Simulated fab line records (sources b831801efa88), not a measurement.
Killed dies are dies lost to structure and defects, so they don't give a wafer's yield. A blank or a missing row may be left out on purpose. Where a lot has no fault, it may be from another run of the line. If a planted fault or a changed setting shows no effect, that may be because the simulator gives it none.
What tool caused it? / flow gf180mcu / 16 lots with 48 wafers sampled at 6 steps, on a route of 602 steps

== WHAT THE GAUGES SHOWED, per wafer ==
GF_POLY_GATE_CD_MEAS_18.
lot=L443; measured=day 9 09:41; on=cdSem-01; cdNm (nm)=280.1 279.0 281.0
lot=L444; measured=day 9 11:57; on=cdSem-01; cdNm (nm)=281.0 278.8 277.1
lot=L445; measured=day 9 20:06; on=cdSem-01; cdNm (nm)=277.4 278.3 277.3
lot=L447; measured=day 10 12:40; on=cdSem-02; cdNm (nm)=281.6 282.0 284.5
lot=L448; measured=day 10 19:45; on=cdSem-01; cdNm (nm)=275.3 278.4 276.1
lot=L450; measured=day 11 08:56; on=cdSem-02; cdNm (nm)=279.0 279.6 278.5
lot=L451; measured=day 11 16:03; on=cdSem-02; cdNm (nm)=279.2 279.7 281.6
lot=L453; measured=day 12 05:14; on=cdSem-02; cdNm (nm)=280.8 281.7 277.3
lot=L454; measured=day 12 10:55; on=cdSem-01; cdNm (nm)=278.5 278.2 278.9
lot=L455; measured=day 13 00:48; on=cdSem-02; cdNm (nm)=279.7 280.4 281.8
lot=L457; measured=day 13 10:54; on=cdSem-02; cdNm (nm)=277.8 283.2 278.8
lot=L458; measured=day 13 20:29; on=cdSem-01; cdNm (nm)=278.6 278.3 278.1
lot=L459; measured=day 14 01:33; on=cdSem-02; cdNm (nm)=277.1 278.1 278.3
lot=L460; measured=day 14 06:05; on=cdSem-02; cdNm (nm)=277.7 278.3 281.7
lot=L461; measured=day 14 12:59; on=cdSem-02; cdNm (nm)=282.0 281.3 278.1
lot=L462; measured=day 15 02:27; on=cdSem-02; cdNm (nm)=278.4 279.3 278.2

GF_HV_LDD_THK_MEAS_57.
lot=L443; measured=day 12 16:49; on=filmMetro-03; HV_LDD_CVD_56_THK (nm)=89.6 89.6 89.6
lot=L444; measured=day 12 18:22; on=filmMetro-04; HV_LDD_CVD_56_THK (nm)=90.0 90.3 91.0
lot=L445; measured=day 13 03:29; on=filmMetro-03; HV_LDD_CVD_56_THK (nm)=89.9 88.6 89.4
lot=L447; measured=day 13 22:08; on=filmMetro-03; HV_LDD_CVD_56_THK (nm)=89.6 88.8 89.2
lot=L448; measured=day 14 04:34; on=filmMetro-02; HV_LDD_CVD_56_THK (nm)=89.3 88.9 90.0
lot=L450; measured=day 14 23:37; on=filmMetro-04; HV_LDD_CVD_56_THK (nm)=89.9 89.8 90.5
lot=L451; measured=day 15 09:35; on=filmMetro-02; HV_LDD_CVD_56_THK (nm)=90.4 90.1 90.1
lot=L453; measured=day 15 20:14; on=filmMetro-02; HV_LDD_CVD_56_THK (nm)=89.2 90.0 90.2
lot=L454; measured=day 16 01:36; on=filmMetro-02; HV_LDD_CVD_56_THK (nm)=91.2 91.5 90.9
lot=L455; measured=day 16 18:20; on=filmMetro-04; HV_LDD_CVD_56_THK (nm)=92.0 90.9 91.7
lot=L457; measured=day 17 05:59; on=filmMetro-04; HV_LDD_CVD_56_THK (nm)=91.3 90.8 90.9
lot=L458; measured=day 17 14:30; on=filmMetro-02; HV_LDD_CVD_56_THK (nm)=91.5 90.5 90.8
lot=L459; measured=day 17 21:44; on=filmMetro-04; HV_LDD_CVD_56_THK (nm)=88.6 88.9 88.9
lot=L460; measured=day 18 02:25; on=filmMetro-04; HV_LDD_CVD_56_THK (nm)=90.5 90.3 90.6
lot=L461; measured=day 18 09:56; on=filmMetro-02; HV_LDD_CVD_56_THK (nm)=90.3 90.9 90.5
lot=L462; measured=day 19 02:19; on=filmMetro-04; HV_LDD_CVD_56_THK (nm)=89.7 89.8 89.8

GF_PSD_RS_MEAS_14: the measuring method here is four-point-probe.
lot=L443; measured=day 14 10:17; on=filmMetro-02; NSD_RS (ohm/sq)=46.35 46.25 46.27
lot=L444; measured=day 14 11:11; on=filmMetro-01; NSD_RS (ohm/sq)=46.14 45.95 46.03
lot=L445; measured=day 14 21:44; on=filmMetro-02; NSD_RS (ohm/sq)=46.19 46.21 46.19
lot=L447; measured=day 15 17:13; on=filmMetro-01; NSD_RS (ohm/sq)=46.02 46.13 45.99
lot=L448; measured=day 16 00:06; on=filmMetro-01; NSD_RS (ohm/sq)=46.02 46.12 46.10
lot=L450; measured=day 16 20:57; on=filmMetro-02; NSD_RS (ohm/sq)=46.33 46.10 46.17
lot=L451; measured=day 17 07:01; on=filmMetro-02; NSD_RS (ohm/sq)=46.14 46.09 46.24
lot=L453; measured=day 17 18:11; on=filmMetro-03; NSD_RS (ohm/sq)=46.07 46.05 46.07
lot=L454; measured=day 18 01:08; on=filmMetro-03; NSD_RS (ohm/sq)=46.31 46.19 46.18
lot=L455; measured=day 18 17:35; on=filmMetro-01; NSD_RS (ohm/sq)=46.08 46.09 46.08
lot=L457; measured=day 19 06:51; on=filmMetro-01; NSD_RS (ohm/sq)=46.08 46.19 46.18
lot=L458; measured=day 19 14:52; on=filmMetro-01; NSD_RS (ohm/sq)=45.91 46.01 45.95
lot=L459; measured=day 19 23:10; on=filmMetro-01; NSD_RS (ohm/sq)=- - -
lot=L460; measured=day 20 04:46; on=filmMetro-03; NSD_RS (ohm/sq)=- - -
lot=L461; measured=day 20 11:25; on=filmMetro-01; NSD_RS (ohm/sq)=- - -
lot=L462; measured=day 21 04:41; on=filmMetro-01; NSD_RS (ohm/sq)=- - -

GF_SAB_OVL_MEAS_10.
lot=L443; measured=day 15 07:23; on=overlay-01; SAB_OVL (nm)=-0.2 1.1 1.4
lot=L444; measured=day 15 08:08; on=overlay-01; SAB_OVL (nm)=1.2 1.4 1.7
lot=L445; measured=day 15 19:02; on=overlay-02; SAB_OVL (nm)=1.5 0.0 0.3
lot=L447; measured=day 16 15:50; on=overlay-01; SAB_OVL (nm)=1.8 1.0 1.1
lot=L448; measured=day 16 22:23; on=overlay-02; SAB_OVL (nm)=-1.0 1.4 -0.7
lot=L450; measured=day 17 20:04; on=overlay-02; SAB_OVL (nm)=2.8 -0.6 -0.1
lot=L451; measured=day 18 06:14; on=overlay-02; SAB_OVL (nm)=-1.1 -0.2 -0.4
lot=L453; measured=day 18 17:44; on=overlay-02; SAB_OVL (nm)=1.4 1.8 1.1
lot=L454; measured=day 19 01:29; on=overlay-01; SAB_OVL (nm)=1.3 1.2 1.1
lot=L455; measured=day 19 18:12; on=overlay-01; SAB_OVL (nm)=0.5 -1.2 0.4
lot=L457; measured=day 20 07:11; on=overlay-02; SAB_OVL (nm)=1.3 1.6 1.3
lot=L458; measured=day 20 15:21; on=overlay-02; SAB_OVL (nm)=0.0 1.1 3.7
lot=L459; measured=day 20 22:53; on=overlay-01; SAB_OVL (nm)=-0.9 0.7 0.7
lot=L460; measured=day 21 05:08; on=overlay-02; SAB_OVL (nm)=0.4 2.0 0.5
lot=L461; measured=day 21 11:50; on=overlay-01; SAB_OVL (nm)=3.5 3.1 3.2
lot=L462; measured=day 22 04:32; on=overlay-01; SAB_OVL (nm)=-1.9 -0.9 -0.6

== WHICH TOOL RAN EACH LOT (tool, then ch and the chambers of the sampled wafers, then the start) ==
lot=L443; GF_NSD_IMPLANT_09=implanter-03 ch 0, day 13 13:10; GF_NSD_STRIP_11=plasmaAsher-03 ch 0,1, day 13 13:28
lot=L444; GF_NSD_IMPLANT_09=implanter-02 ch 0, day 13 14:13; GF_NSD_STRIP_11=plasmaAsher-01 ch 0,1, day 13 14:31
lot=L445; GF_NSD_IMPLANT_09=implanter-03 ch 0, day 13 23:52; GF_NSD_STRIP_11=plasmaAsher-02 ch 0,1, day 14 00:10
lot=L447; GF_NSD_IMPLANT_09=implanter-03 ch 0, day 14 19:40; GF_NSD_STRIP_11=plasmaAsher-02 ch 0,1, day 14 19:58
lot=L448; GF_NSD_IMPLANT_09=implanter-03 ch 0, day 15 02:05; GF_NSD_STRIP_11=plasmaAsher-01 ch 0,1, day 15 02:23
lot=L450; GF_NSD_IMPLANT_09=implanter-03 ch 0, day 15 21:23; GF_NSD_STRIP_11=plasmaAsher-01 ch 0,1, day 15 21:40
lot=L451; GF_NSD_IMPLANT_09=implanter-03 ch 0, day 16 07:37; GF_NSD_STRIP_11=plasmaAsher-01 ch 0,1, day 16 07:55
lot=L453; GF_NSD_IMPLANT_09=implanter-02 ch 0, day 16 18:22; GF_NSD_STRIP_11=plasmaAsher-02 ch 0,1, day 16 18:38
lot=L454; GF_NSD_IMPLANT_09=implanter-02 ch 0, day 17 00:56; GF_NSD_STRIP_11=plasmaAsher-02 ch 0,1, day 17 01:13
lot=L455; GF_NSD_IMPLANT_09=implanter-03 ch 0, day 17 17:12; GF_NSD_STRIP_11=plasmaAsher-01 ch 0, day 17 17:29
lot=L457; GF_NSD_IMPLANT_09=implanter-02 ch 0, day 18 05:38; GF_NSD_STRIP_11=plasmaAsher-02 ch 0,1, day 18 05:56
lot=L458; GF_NSD_IMPLANT_09=implanter-03 ch 0, day 18 13:46; GF_NSD_STRIP_11=plasmaAsher-03 ch 0,1, day 18 14:03
lot=L459; GF_NSD_IMPLANT_09=implanter-03 ch 0, day 18 22:01; GF_NSD_STRIP_11=plasmaAsher-02 ch 0,1, day 18 22:19
lot=L460; GF_NSD_IMPLANT_09=implanter-04 ch 0, day 19 03:14; GF_NSD_STRIP_11=plasmaAsher-03 ch 0,1, day 19 03:32
lot=L461; GF_NSD_IMPLANT_09=implanter-04 ch 0, day 19 10:05; GF_NSD_STRIP_11=plasmaAsher-01 ch 0,1, day 19 10:23
lot=L462; GF_NSD_IMPLANT_09=implanter-02 ch 0, day 20 03:29; GF_NSD_STRIP_11=plasmaAsher-03 ch 0,1, day 20 03:46
- GF_NSD_IMPLANT_09
- GF_NSD_STRIP_11: strips in O2/N2.

== WHAT THE TOOLS THEMSELVES READ (means of the sampled wafers that have a number; where no wafer has one, the mark that the record gives instead) ==
GF_NSD_IMPLANT_09.
lot=L443 tool=implanter-03 doseIonsCm2=4e+15
lot=L444 tool=implanter-02 doseIonsCm2=4e+15
lot=L445 tool=implanter-03 doseIonsCm2=4e+15
lot=L447 tool=implanter-03 doseIonsCm2=4e+15
lot=L448 tool=implanter-03 doseIonsCm2=4e+15
lot=L450 tool=implanter-03 doseIonsCm2=4e+15
lot=L451 tool=implanter-03 doseIonsCm2=4e+15
lot=L453 tool=implanter-02 doseIonsCm2=4e+15
lot=L454 tool=implanter-02 doseIonsCm2=4e+15
lot=L455 tool=implanter-03 doseIonsCm2=4e+15
lot=L457 tool=implanter-02 doseIonsCm2=4e+15
lot=L458 tool=implanter-03 doseIonsCm2=4e+15
lot=L459 tool=implanter-03 doseIonsCm2=4e+15
lot=L460 tool=implanter-04 doseIonsCm2=4e+15
lot=L461 tool=implanter-04 doseIonsCm2=4e+15
lot=L462 tool=implanter-02 doseIonsCm2=4e+15

GF_NSD_STRIP_11.
lot=L443; tool=plasmaAsher-03; chamberPressureMTorr (mTorr)=1500.1; drypumpMotorCurrentA (A)=5.4; heaterPowerW (W)=311; oesProductAu (a.u.)=0.489; stripTimeToEndpointS (s)=22.95
lot=L444; tool=plasmaAsher-01; chamberPressureMTorr (mTorr)=1500.1; drypumpMotorCurrentA (A)=5.7; heaterPowerW (W)=326; oesProductAu (a.u.)=0.488; stripTimeToEndpointS (s)=22.95
lot=L445; tool=plasmaAsher-02; chamberPressureMTorr (mTorr)=1499.9; drypumpMotorCurrentA (A)=5.3; heaterPowerW (W)=352; oesProductAu (a.u.)=0.489; stripTimeToEndpointS (s)=22.99
lot=L447; tool=plasmaAsher-02; chamberPressureMTorr (mTorr)=1499.5; drypumpMotorCurrentA (A)=5.3; heaterPowerW (W)=353; oesProductAu (a.u.)=0.490; stripTimeToEndpointS (s)=23.01
lot=L448; tool=plasmaAsher-01; chamberPressureMTorr (mTorr)=1500.4; drypumpMotorCurrentA (A)=6.1; heaterPowerW (W)=339; oesProductAu (a.u.)=0.485; stripTimeToEndpointS (s)=22.97
lot=L450; tool=plasmaAsher-01; chamberPressureMTorr (mTorr)=1501.0; drypumpMotorCurrentA (A)=6.1; heaterPowerW (W)=336; oesProductAu (a.u.)=0.489; stripTimeToEndpointS (s)=22.97
lot=L451; tool=plasmaAsher-01; chamberPressureMTorr (mTorr)=1501.1; drypumpMotorCurrentA (A)=5.8; heaterPowerW (W)=322; oesProductAu (a.u.)=0.497; stripTimeToEndpointS (s)=22.95
lot=L453; tool=plasmaAsher-02; chamberPressureMTorr (mTorr)=1500.8; drypumpMotorCurrentA (A)=5.5; heaterPowerW (W)=323; oesProductAu (a.u.)=0.485; stripTimeToEndpointS (s)=22.94
lot=L454; tool=plasmaAsher-02; chamberPressureMTorr (mTorr)=1500.7; drypumpMotorCurrentA (A)=5.3; heaterPowerW (W)=352; oesProductAu (a.u.)=0.488; stripTimeToEndpointS (s)=22.88
lot=L455; tool=plasmaAsher-01; chamberPressureMTorr (mTorr)=1500.1; drypumpMotorCurrentA (A)=6.4; heaterPowerW (W)=350; oesProductAu (a.u.)=0.488; stripTimeToEndpointS (s)=22.97
lot=L457; tool=plasmaAsher-02; chamberPressureMTorr (mTorr)=1499.9; drypumpMotorCurrentA (A)=5.5; heaterPowerW (W)=329; oesProductAu (a.u.)=0.485; stripTimeToEndpointS (s)=22.96
lot=L458; tool=plasmaAsher-03; chamberPressureMTorr (mTorr)=1499.7; drypumpMotorCurrentA (A)=5.4; heaterPowerW (W)=309; oesProductAu (a.u.)=0.487; stripTimeToEndpointS (s)=22.95
lot=L459; tool=plasmaAsher-02; chamberPressureMTorr (mTorr)=1500.0; drypumpMotorCurrentA (A)=5.4; heaterPowerW (W)=334; oesProductAu (a.u.)=0.482; stripTimeToEndpointS (s)=23.73
lot=L460; tool=plasmaAsher-03; chamberPressureMTorr (mTorr)=1500.7; drypumpMotorCurrentA (A)=5.4; heaterPowerW (W)=313; oesProductAu (a.u.)=0.477; stripTimeToEndpointS (s)=23.78
lot=L461; tool=plasmaAsher-01; chamberPressureMTorr (mTorr)=1500.1; drypumpMotorCurrentA (A)=6.1; heaterPowerW (W)=340; oesProductAu (a.u.)=0.482; stripTimeToEndpointS (s)=23.72
lot=L462; tool=plasmaAsher-03; chamberPressureMTorr (mTorr)=1500.0; drypumpMotorCurrentA (A)=5.1; heaterPowerW (W)=306; oesProductAu (a.u.)=0.482; stripTimeToEndpointS (s)=23.76

== THE ANSWER, worked out from the rows above alone ==
Rule: the usual values come from the lots themselves. The widest of any qualifying gaps counts: lots, ordered by their means at a reading, are off when they make up no more than a third of the lots, leave a main group of 4 or more, and stand apart from it by 3 or more times the standard deviation of that group's means. The tables above print the reading to a certain number of digits; a main group whose means all agree to those digits is not used. Also off: a lot with no number at a reading for which 4 or more lots have one. All remaining lots with rows at the step are treated as sound. The gauges are gone through in route order, then the tools' own readings, and for those a lot's mean is taken as printed above. The first step at which some lot is off is used, and at that step the reading that is off furthest; a lot without a number counts as furthest.
Off: L459, L460, L461, L462, seen at GF_PSD_RS_MEAS_14 (NSD_RS). Without a number there: L459, L460, L461, L462. Main group: mean 46.12 ohm/sq, sd 0.091.
A tool fits if, at a process step before that reading, it ran every lot that is off, and no sound lot after the first of them. The gauges at GF_PSD_RS_MEAS_14 aren't tried: what is off there is off at GF_NSD_STRIP_11 too, on other tools, and a gauge's error can't cause that. Of those tried, none fits.

== WHAT WAS PUT IN BY THE SIMULATOR ==
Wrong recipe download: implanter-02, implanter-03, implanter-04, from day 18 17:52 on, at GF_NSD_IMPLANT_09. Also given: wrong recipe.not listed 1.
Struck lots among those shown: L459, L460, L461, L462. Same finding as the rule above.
